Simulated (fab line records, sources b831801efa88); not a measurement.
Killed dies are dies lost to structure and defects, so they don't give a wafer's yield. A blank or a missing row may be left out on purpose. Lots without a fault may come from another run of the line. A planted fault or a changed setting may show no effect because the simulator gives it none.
fab line records | flow gf180mcu | part 1 of 2: steps 1 to 26 of 36
record lots=5 wafers=15 last_day=34
route steps=602 shown M4@465 V4@476
lots that met no fault: from a run of the same line without faults
start_h: hours from the record's first day to the start of the lot's first wafer shown | wait_h: hours since the lot's step before | " the same as in the row above | L1.1+2: a row that stands for several wafers | - no value, or no start given | * or withheld: withheld | < > ~ a bound
route shown NAME@n: a module of which the file shows steps, and the number in the route of the first | usual: mean/standard deviation of fault-free wafers | same: alike in all rows | chamber/n: place in a boat | sites: the reading at each site | _std_site: their standard deviation | _edge_site: outer sites' mean less inner sites' | radius_mm: how far each site lies from the wafer's centre | mask NAME#n: copy n | behind: the tool/chamber that last shaped the wafer | hold: why the lot was held/for how many hours/how that ended | device: the transistor (n, p or np) that didn't switch | end of line: the same wafers' tests at the end of the route | a step without rows: its recipe alone | killed: dies lost to structure and defects at the first sort, not the wafer's yield | map: a wafer's dies, x killed, . not, _ none there
set.NAME: the setting as run; set.NAME@STEP: as run at that earlier step | model.NAME: the simulator's own value behind a step, which no gauge read
lots at some steps of the route; a table a step, a row a wafer
services: from which hour (start_h, from the record's first day; less than 0 if before it) a tool's chamber was out of use, for how many hours, and why
## steps
# step GF_M4_COAT_09
# recipe resist=KrF spin_rpm=withheld resist_thk_nm=1000
# usual exhaust_pa=45.0/0.88
# columns lot.wafer tool chamber start_h wait_h exhaust_pa
L078.1 litho_track-04 0 559.05 0.1 44.0
L078.4 " 0 " " 45.1
L078.6 " 0 " " 45.5
L082.2 litho_track-02 0 602.87 0.1 45.8
L082.4 " 0 " " 45.8
L082.5 " 0 " " 46.5
L083.1 litho_track-02 0 604.55 0.1 46.0
L083.4 " 0 " " 44.5
L083.5 " 0 " " 45.6
L087.2 litho_track-03 0 631.94 0.1 44.2
L087.4 " 0 " " 43.3
L087.5 " 0 " " 42.9
L095.2 litho_track-03 0 687.29 0.1 44.7
L095.3 " 0 " " 46.3
L095.6 " 0 " " 45.9
# step GF_M4_SOFTBAKE_10
# recipe temp_c=130 time_s=60 resist=KrF
# usual exhaust_pa=45.2/0.87 plate_temp_C=129.98/0.15
# columns lot.wafer tool chamber start_h wait_h exhaust_pa plate_temp_C
L078.1 litho_track-04 0 559.20 0.1 44.7 129.93
L078.4 " 0 " " 45.4 130.16
L078.6 " 0 " " 44.4 130.32
L082.2 litho_track-02 0 603.02 0.1 47.4 129.98
L082.4 " 0 " " 46.8 129.85
L082.5 " 0 " " 45.2 130.01
L083.1 litho_track-02 0 604.70 0.1 44.5 129.85
L083.4 " 0 " " 45.1 129.90
L083.5 " 0 " " 45.6 129.84
L087.2 litho_track-03 0 632.09 0.1 45.0 129.81
L087.4 " 0 " " 47.3 129.71
L087.5 " 0 " " 45.9 129.75
L095.2 litho_track-03 0 687.44 0.1 45.1 130.11
L095.3 " 0 " " 45.4 129.94
L095.6 " 0 " " 46.2 129.92
# step GF_M4_EXPOSE_11
# recipe mask_id=Metal4 target_cd_nm=280 na=0.68 source_shape=conventional sigma_outer=0.6 dose_mj=28
# columns lot.wafer tool chamber start_h wait_h mask
L078.1+4+6 krf_scanner-01 0 - - Metal4#0
L082.2+4+5 krf_scanner-01 0 - - Metal4#0
L083.1+4+5 krf_scanner-01 0 - - Metal4#0
L087.2+4+5 krf_scanner-02 0 - - Metal4#0
L095.2+3+6 krf_scanner-01 0 - - Metal4#0
# step GF_M4_PEB_12
# recipe peb_temp_c=135 peb_time_s=90 resist=KrF
# usual exhaust_pa=44.7/0.96 plate_temp_C=135.00/0.14
# columns lot.wafer tool chamber start_h wait_h exhaust_pa plate_temp_C
L078.1 litho_track-02 0 - - 42.5 134.77
L078.4 " 0 " " 42.6 135.22
L078.6 " 0 " " 43.9 135.10
L082.2 litho_track-03 0 - - 44.9 135.09
L082.4 " 0 " " 45.1 134.95
L082.5 " 0 " " 47.0 135.07
L083.1 litho_track-03 0 - - 44.0 134.82
L083.4 " 0 " " 43.7 134.83
L083.5 " 0 " " 43.5 134.81
L087.2 litho_track-04 0 - - 45.6 134.92
L087.4 " 0 " " 45.0 134.90
L087.5 " 0 " " 45.8 135.21
L095.2 litho_track-04 0 - - 45.8 135.07
L095.3 " 0 " " 44.7 135.02
L095.6 " 0 " " 46.5 135.01
# step GF_M4_DEVELOP_13
# recipe develop_time_s=60 dev_temp_c=21
# usual developer_temp_C=21.00/0.12 exhaust_pa=45.3/0.88
# columns lot.wafer tool chamber start_h wait_h developer_temp_C exhaust_pa
L078.1 litho_track-02 0 570.10 0.2 20.85 43.5
L078.4 " 0 " " 20.79 44.0
L078.6 " 0 " " 20.79 44.5
L082.2 litho_track-03 0 612.74 0.2 20.89 44.9
L082.4 " 0 " " 20.98 44.3
L082.5 " 0 " " 21.05 43.7
L083.1 litho_track-03 0 614.92 0.2 21.21 44.8
L083.4 " 0 " " 21.05 46.5
L083.5 " 0 " " 20.99 43.8
L087.2 litho_track-04 0 641.43 0.2 21.09 47.2
L087.4 " 0 " " 21.03 45.8
L087.5 " 0 " " 21.02 45.9
L095.2 litho_track-04 0 697.18 0.2 20.84 45.0
L095.3 " 0 " " 21.15 44.4
L095.6 " 0 " " 21.16 44.6
# step GF_M4_CD_MEAS_14
# recipe target_cd_nm=280
# usual cd_nm=280.1/1.3
# columns lot.wafer tool chamber start_h wait_h cd_nm
L078.1 cd_sem-01 - 570.25 0.1 280.5
L078.4 " - " " 280.6
L078.6 " - " " 279.6
L082.2 cd_sem-01 - 612.89 0.1 279.5
L082.4 " - " " 278.8
L082.5 " - " " 279.5
L083.1 cd_sem-01 - 615.07 0.1 279.9
L083.4 " - " " 280.2
L083.5 " - " " 278.9
L087.2 cd_sem-01 - 641.57 0.1 279.6
L087.4 " - " " 280.4
L087.5 " - " " 279.8
L095.2 cd_sem-01 - 697.32 0.1 280.2
L095.3 " - " " 281.3
L095.6 " - " " 280.2
# step GF_M4_OVL_MEAS_15
# usual M4_OVL=0/5.4
# columns lot.wafer tool chamber start_h wait_h M4_OVL[nm]
L078.1 overlay-01 - 570.37 0.1 -4
L078.4 " - " " 5
L078.6 " - " " 5
L082.2 overlay-01 - 612.99 0.1 -5
L082.4 " - " " -1
L082.5 " - " " 4
L083.1 overlay-01 - 615.19 0.1 -1
L083.4 " - " " 6
L083.5 " - " " 2
L087.2 overlay-01 - 641.68 0.1 -8
L087.4 " - " " -9
L087.5 " - " " 0
L095.2 overlay-01 - 697.43 0.1 11
L095.3 " - " " 12
L095.6 " - " " 4
# step GF_M4_METAL_ETCH_16
# recipe chemistry=Cl2/BCl3 mask_material=KrF target_depth_nm=627.5 stop_on=SiO2 pressure_mtorr=8 icp_w=800 bias_w=140 Cl2_flow_sccm=80 bcl3_flow_sccm=40 time_s=104.6
# usual drypump_motor_current_A=5.5/0.54 he_backside_leak_sccm=3.15/0.16 oes_product_au=0.966/0.0062 throttle_valve_pct=28.257/0.0096
# columns lot.wafer tool chamber start_h wait_h drypump_motor_current_A he_backside_leak_sccm oes_product_au rf_hours_counter_h throttle_valve_pct
L078.1 rie_metal-03 1 570.40 0.0 5.2 3.20 0.959 5.1 28.268
L078.4 " 0 " " 4.8 3.30 0.953 - 28.261
L078.6 " 0 " " 4.8 3.20 0.950 - 28.273
L082.2 rie_metal-03 0 613.02 0.0 4.8 3.31 0.964 9.9 28.260
L082.4 " 1 " " 5.2 3.30 0.973 - 28.264
L082.5 " 1 " " 5.2 3.12 0.964 - 28.261
L083.1 rie_metal-01 1 615.22 0.0 5.2 3.14 0.966 4.0 28.255
L083.4 " 1 " " 5.2 3.01 0.967 - 28.256
L083.5 " 1 " " 5.2 2.98 0.972 - 28.258
L087.2 rie_metal-03 0 641.71 0.0 4.9 3.23 0.956 10.8 28.263
L087.4 " 1 " " 5.2 3.21 0.966 - 28.258
L087.5 " 1 " " 5.2 3.28 0.960 - 28.269
L095.2 rie_metal-02 1 697.46 0.0 6.4 3.09 0.967 8.2 28.255
L095.3 " 1 " " 6.5 3.18 0.973 - 28.246
L095.6 " 1 " " 6.4 3.14 0.970 - 28.259
# step GF_M4_STRIP_17
# recipe chemistry=O2/N2 power_w=1400 pressure_mtorr=1500 platen_temp_c=250 o2_flow_sccm=3000 n2_flow_sccm=300 overash_fraction=0.5
# usual drypump_motor_current_A=5.3/0.3 heater_power_w=341/36 oes_product_au=0.558/0.0048 strip_time_to_endpoint_s=7.866/0.028
# columns lot.wafer tool chamber start_h wait_h drypump_motor_current_A heater_power_w oes_product_au rf_hours_counter_h strip_time_to_endpoint_s
L078.1 plasma_asher-04 0 570.52 0.1 5.6 341 0.557 78 7.860
L078.4 " 0 " " 5.6 340 0.551 - 7.904
L078.6 " 0 " " 5.6 339 0.554 - 7.842
L082.2 plasma_asher-01 1 613.14 0.1 5.2 362 0.560 51 7.848
L082.4 " 0 " " 5.4 332 0.552 - 7.836
L082.5 " 1 " " 5.2 367 0.564 - 7.825
L083.1 plasma_asher-03 0 615.45 0.2 5.4 450 0.561 18 7.884
L083.4 " 0 " " 5.4 447 0.566 - 7.899
L083.5 " 0 " " 5.4 439 0.570 - 7.872
L087.2 plasma_asher-01 1 641.82 0.1 5.2 362 0.558 54 7.872
L087.4 " 0 " " 5.4 335 0.563 - 7.879
L087.5 " 1 " " 5.2 360 0.564 - 7.868
L095.2 plasma_asher-03 0 697.57 0.1 5.5 438 0.556 26 7.863
L095.3 " 1 " " 5.6 271 0.561 - 7.813
L095.6 " 0 " " 5.5 428 0.560 - 7.881
# step GF_M4_STRIP_18
# recipe chemistry=post_etch_residue_remover time_s=1200 temp_c=72.5
# columns lot.wafer tool chamber start_h wait_h
L078.1+4+6 wet_bench-04 2 570.62 0.1
L082.2+4+5 wet_bench-01 2 613.24 0.1
L083.1+4+5 wet_bench-03 2 615.55 0.1
L087.2+4+5 wet_bench-01 1 641.92 0.1
L095.2+3+6 wet_bench-03 1 697.67 0.1
# step GF_M4_CLEAN_19
# recipe chemistry=DIW dry=n2_spin
# columns lot.wafer tool chamber start_h wait_h
L078.1+4+6 wet_bench-03 1 570.99 0.0
L082.2+4+5 wet_bench-04 3 613.58 0.0
L083.1+4+5 wet_bench-01 2 616.23 0.0
L087.2+4+5 wet_bench-03 0 642.29 0.0
L095.2+3+6 wet_bench-01 3 698.01 0.0
# step GF_V4_CVD_00
# recipe material=SiO2 target_thk_nm=600 sigma_open_frac=0.3 temp_c=400 time_s=100 sih4_flow_sccm=60 pressure_mtorr=6
# columns lot.wafer tool chamber start_h wait_h
L078.1+4+6 hdpcvd-02 1,0,2 571.09 0.0
L082.2+4+5 hdpcvd-02 2,2,0 613.67 0.0
L083.1+4+5 hdpcvd-02 1,2,1 616.32 0.0
L087.2+4+5 hdpcvd-02 0,2,1 642.39 0.0
L095.2+3+6 hdpcvd-02 0,1,0 698.10 0.0
# step GF_V4_THK_MEAS_01
# recipe reads=SiO2_of_V4_CVD_00
# usual V4_CVD_00_THK=599/4.8
# columns lot.wafer tool chamber start_h wait_h V4_CVD_00_THK[nm]
L078.1 film_metro-02 - 571.16 0.0 598
L078.4 " - " " 600
L078.6 " - " " 605
L082.2 film_metro-02 - 613.75 0.0 598
L082.4 " - " " 589
L082.5 " - " " 599
L083.1 film_metro-02 - 616.40 0.0 599
L083.4 " - " " 602
L083.5 " - " " 600
L087.2 film_metro-02 - 642.48 0.0 591
L087.4 " - " " 586
L087.5 " - " " 591
L095.2 film_metro-03 - 698.19 0.0 602
L095.3 " - " " 605
L095.6 " - " " 598
# step GF_V4_CVD_02
# recipe material=SiO2 target_thk_nm=850 precursor=TEOS temp_c=400 time_s=94.851 rf_w=600
# usual heater_power_w=665/100
# columns lot.wafer tool chamber start_h wait_h heater_power_w
L078.1 pecvd-04 2 571.22 0.1 565
L078.4 " 0 " " 604
L078.6 " 1 " " 830
L082.2 pecvd-01 1 613.80 0.0 760
L082.4 " 2 " " 636
L082.5 " 0 " " 776
L083.1 pecvd-03 2 616.46 0.1 683
L083.4 " 2 " " 548
L083.5 " 1 " " 800
L087.2 pecvd-04 2 642.53 0.0 573
L087.4 " 2 " " 617
L087.5 " 0 " " 594
L095.2 pecvd-04 1 698.24 0.0 798
L095.3 " 0 " " 572
L095.6 " 0 " " 597
# step GF_V4_THK_MEAS_03
# recipe reads=SiO2_of_V4_CVD_02
# usual V4_CVD_02_THK=851/8.9
# columns lot.wafer tool chamber start_h wait_h V4_CVD_02_THK[nm]
L078.1 film_metro-03 - 571.29 0.0 836
L078.4 " - " " 856
L078.6 " - " " 849
L082.2 film_metro-03 - 613.88 0.0 840
L082.4 " - " " 849
L082.5 " - " " 861
L083.1 film_metro-01 - 616.53 0.0 844
L083.4 " - " " 849
L083.5 " - " " 860
L087.2 film_metro-03 - 642.61 0.0 851
L087.4 " - " " 858
L087.5 " - " " 863
L095.2 film_metro-01 - 698.32 0.0 853
L095.3 " - " " 852
L095.6 " - " " 862
# step GF_V4_CMP_04
# recipe material=SiO2 down_force_psi=4 platen_rpm=60 pad_velocity_m_s=0.94248
# usual motor_current_A=12.4/1.1 slurry_filter_dp_kPa=13.51/0.16 slurry_flow_ml_min=150.0/0.46 time_to_endpoint_s=80/5.1
# columns lot.wafer tool chamber start_h wait_h motor_current_A slurry_filter_dp_kPa slurry_flow_ml_min time_to_endpoint_s
L078.4 cmp-01 3 571.45 0.1 13.1 13.68 150.0 78
L078.1 " 0 " " 13.6 13.44 150.1 69
L078.6 " 2 " " 12.8 13.48 149.9 76
L082.2 cmp-02 1 613.93 0.0 12.7 13.42 150.6 70
L082.4 " 2 " " 12.4 13.51 150.6 74
L082.5 " 1 " " 11.9 13.39 149.6 77
L083.4 cmp-02 2 616.59 0.0 12.3 13.36 149.9 75
L083.1 " 0 " " 11.0 13.44 149.2 73
L083.5 " 2 " " 11.5 13.62 149.7 82
L087.4 cmp-02 1 642.71 0.1 12.1 13.62 149.9 78
L087.2 " 2 " " 12.3 13.53 150.3 79
L087.5 " 0 " " 10.7 13.40 150.1 83
L095.3 cmp-02 3 698.37 0.0 10.8 13.15 150.1 82
L095.2 " 1 " " 12.7 13.21 150.2 80
L095.6 " 3 " " 10.3 13.43 149.2 85
# step GF_V4_BOW_MEAS_05
# recipe mode=bow
# usual V4_BOW=138/9.1
# columns lot.wafer tool chamber start_h wait_h V4_BOW[um]
L078.1 film_metro-02 - 571.65 0.1 138
L078.4 " - " " 142
L078.6 " - " " 133
L082.2 film_metro-01 - 614.25 0.3 128
L082.4 " - " " 126
L082.5 " - " " 144
L083.1 film_metro-03 - 616.89 0.1 143
L083.4 " - " " 150
L083.5 " - " " 157
L087.2 film_metro-01 - 642.98 0.2 131
L087.4 " - " " 151
L087.5 " - " " 134
L095.2 film_metro-03 - 698.69 0.2 127
L095.3 " - " " 121
L095.6 " - " " 141
# step GF_V4_DEHYDRATE_06
# recipe temp_c=200 time_s=60
# usual exhaust_pa=44.9/0.77 plate_temp_C=199.99/0.16
# columns lot.wafer tool chamber start_h wait_h exhaust_pa plate_temp_C
L078.1 litho_track-02 0 582.05 10.4 44.9 199.86
L078.4 " 0 " " 44.9 199.97
L078.6 " 0 " " 43.9 199.85
L082.2 litho_track-01 0 624.02 9.8 45.1 200.02
L082.4 " 0 " " 44.3 200.11
L082.5 " 0 " " 44.4 200.17
L083.1 litho_track-04 0 626.45 9.5 45.0 200.01
L083.4 " 0 " " 44.7 200.08
L083.5 " 0 " " 46.7 200.08
L087.2 litho_track-02 0 653.02 10.0 44.6 199.86
L087.4 " 0 " " 44.9 199.86
L087.5 " 0 " " 45.9 199.61
L095.2 litho_track-04 0 706.78 8.1 44.7 199.91
L095.3 " 0 " " 45.3 199.98
L095.6 " 0 " " 45.8 199.86
# step GF_V4_HMDS_07
# recipe prime_time_s=60 prime_temp_c=120
# usual exhaust_pa=45.1/0.86
# same prime_time_s=60
# columns lot.wafer tool chamber start_h wait_h exhaust_pa
L078.1 litho_track-02 0 582.20 0.1 44.8
L078.4 " 0 " " 45.1
L078.6 " 0 " " 46.0
L082.2 litho_track-01 0 624.17 0.1 46.4
L082.4 " 0 " " 46.3
L082.5 " 0 " " 45.1
L083.1 litho_track-04 0 626.60 0.1 44.8
L083.4 " 0 " " 44.8
L083.5 " 0 " " 44.0
L087.2 litho_track-02 0 653.17 0.1 44.3
L087.4 " 0 " " 45.1
L087.5 " 0 " " 43.3
L095.2 litho_track-04 0 706.93 0.1 45.3
L095.3 " 0 " " 44.3
L095.6 " 0 " " 46.3
# step GF_V4_COAT_08
# recipe resist=BARC temp_c=withheld time_s=withheld spin_rpm=withheld resist_thk_nm=withheld
# usual exhaust_pa=44.9/0.83
# columns lot.wafer tool chamber start_h wait_h exhaust_pa
L078.1 litho_track-02 0 582.35 0.1 46.1
L078.4 " 0 " " 44.9
L078.6 " 0 " " 44.6
L082.2 litho_track-01 0 624.32 0.1 45.3
L082.4 " 0 " " 45.8
L082.5 " 0 " " 44.6
L083.1 litho_track-04 0 626.75 0.1 43.0
L083.4 " 0 " " 42.6
L083.5 " 0 " " 43.8
L087.2 litho_track-02 0 653.32 0.1 45.5
L087.4 " 0 " " 46.9
L087.5 " 0 " " 46.5
L095.2 litho_track-04 0 707.08 0.1 44.0
L095.3 " 0 " " 44.0
L095.6 " 0 " " 44.3
# step GF_V4_COAT_09
# recipe resist=KrF spin_rpm=withheld resist_thk_nm=1016
# usual exhaust_pa=45.1/0.83
# columns lot.wafer tool chamber start_h wait_h exhaust_pa
L078.1 litho_track-02 0 - - 44.4
L078.4 " 0 " " 44.0
L078.6 " 0 " " 44.1
L082.2 litho_track-01 0 - - 44.7
L082.4 " 0 " " 44.2
L082.5 " 0 " " 44.4
L083.1 litho_track-04 0 - - 44.8
L083.4 " 0 " " 44.7
L083.5 " 0 " " 44.1
L087.2 litho_track-02 0 - - 45.0
L087.4 " 0 " " 44.9
L087.5 " 0 " " 45.9
L095.2 litho_track-04 0 - - 44.6
L095.3 " 0 " " 44.2
L095.6 " 0 " " 44.1
# step GF_V4_SOFTBAKE_10
# recipe temp_c=130 time_s=60 resist=KrF
# usual exhaust_pa=45.3/0.88 plate_temp_C=130.01/0.13
# columns lot.wafer tool chamber start_h wait_h exhaust_pa plate_temp_C
L078.1 litho_track-02 0 - - 45.0 129.82
L078.4 " 0 " " 46.5 129.83
L078.6 " 0 " " 44.0 129.84
L082.2 litho_track-01 0 - - 45.9 130.13
L082.4 " 0 " " 45.4 130.07
L082.5 " 0 " " 44.9 130.03
L083.1 litho_track-04 0 - - 45.6 130.10
L083.4 " 0 " " 44.5 130.07
L083.5 " 0 " " 44.6 130.04
L087.2 litho_track-02 0 - - 45.6 130.26
L087.4 " 0 " " 46.7 130.00
L087.5 " 0 " " 44.7 130.20
L095.2 litho_track-04 0 - - 46.5 130.00
L095.3 " 0 " " 45.7 129.84
L095.6 " 0 " " 46.2 130.05
# step GF_V4_EXPOSE_11
# recipe mask_id=Via4 target_cd_nm=260 na=0.68 source_shape=conventional sigma_outer=0.6 dose_mj=38
# columns lot.wafer tool chamber start_h wait_h mask
L078.1+4+6 krf_scanner-01 0 - - Via4#0
L082.2+4+5 krf_scanner-02 0 - - Via4#0
L083.1+4+5 krf_scanner-01 0 - - Via4#0
L087.2+4+5 krf_scanner-02 0 - - Via4#0
L095.2+3+6 krf_scanner-02 0 - - Via4#0
# step GF_V4_PEB_12
# recipe peb_temp_c=135 peb_time_s=90 resist=KrF
# usual exhaust_pa=45.1/0.89 plate_temp_C=135.00/0.16
# columns lot.wafer tool chamber start_h wait_h exhaust_pa plate_temp_C
L078.1 litho_track-02 0 - - 46.0 134.90
L078.4 " 0 " " 45.9 134.76
L078.6 " 0 " " 44.5 134.96
L082.2 litho_track-02 0 - - 44.7 135.29
L082.4 " 0 " " 46.9 135.05
L082.5 " 0 " " 44.3 134.99
L083.1 litho_track-04 0 - - 45.3 134.98
L083.4 " 0 " " 45.6 135.19
L083.5 " 0 " " 46.5 135.13
L087.2 litho_track-02 0 - - 44.8 134.95
L087.4 " 0 " " 45.3 135.03
L087.5 " 0 " " 45.4 135.11
L095.2 litho_track-01 0 - - 43.7 135.02
L095.3 " 0 " " 44.4 135.08
L095.6 " 0 " " 45.1 135.14
# step GF_V4_DEVELOP_13
# recipe develop_time_s=60 resist=KrF dev_temp_c=21
# usual developer_temp_C=20.99/0.1 exhaust_pa=44.8/0.85
# columns lot.wafer tool chamber start_h wait_h developer_temp_C exhaust_pa
L078.1 litho_track-02 0 593.45 0.2 21.16 45.9
L078.4 " 0 " " 21.03 44.3
L078.6 " 0 " " 21.06 44.4
L082.2 litho_track-02 0 634.42 0.2 20.85 45.0
L082.4 " 0 " " 21.04 46.0
L082.5 " 0 " " 21.15 45.8
L083.1 litho_track-04 0 637.35 0.2 21.12 43.9
L083.4 " 0 " " 21.16 44.8
L083.5 " 0 " " 20.90 43.2
L087.2 litho_track-02 0 662.77 0.2 20.85 45.1
L087.4 " 0 " " 20.84 44.0
L087.5 " 0 " " 20.91 45.2
L095.2 litho_track-01 0 716.72 0.2 21.07 44.4
L095.3 " 0 " " 21.00 45.0
L095.6 " 0 " " 21.02 45.0
# step GF_V4_CD_MEAS_14
# recipe target_cd_nm=260
# usual cd_nm=260.3/1.4
# columns lot.wafer tool chamber start_h wait_h cd_nm
L078.1 cd_sem-02 - 593.60 0.1 258.5
L078.4 " - " " 259.1
L078.6 " - " " 257.5
L082.2 cd_sem-01 - 634.57 0.1 259.4
L082.4 " - " " 259.9
L082.5 " - " " 261.0
L083.1 cd_sem-02 - 637.50 0.1 258.9
L083.4 " - " " 260.4
L083.5 " - " " 260.0
L087.2 cd_sem-02 - 662.92 0.1 259.6
L087.4 " - " " 260.2
L087.5 " - " " 258.5
L095.2 cd_sem-02 - 716.87 0.1 261.1
L095.3 " - " " 260.4
L095.6 " - " " 260.8
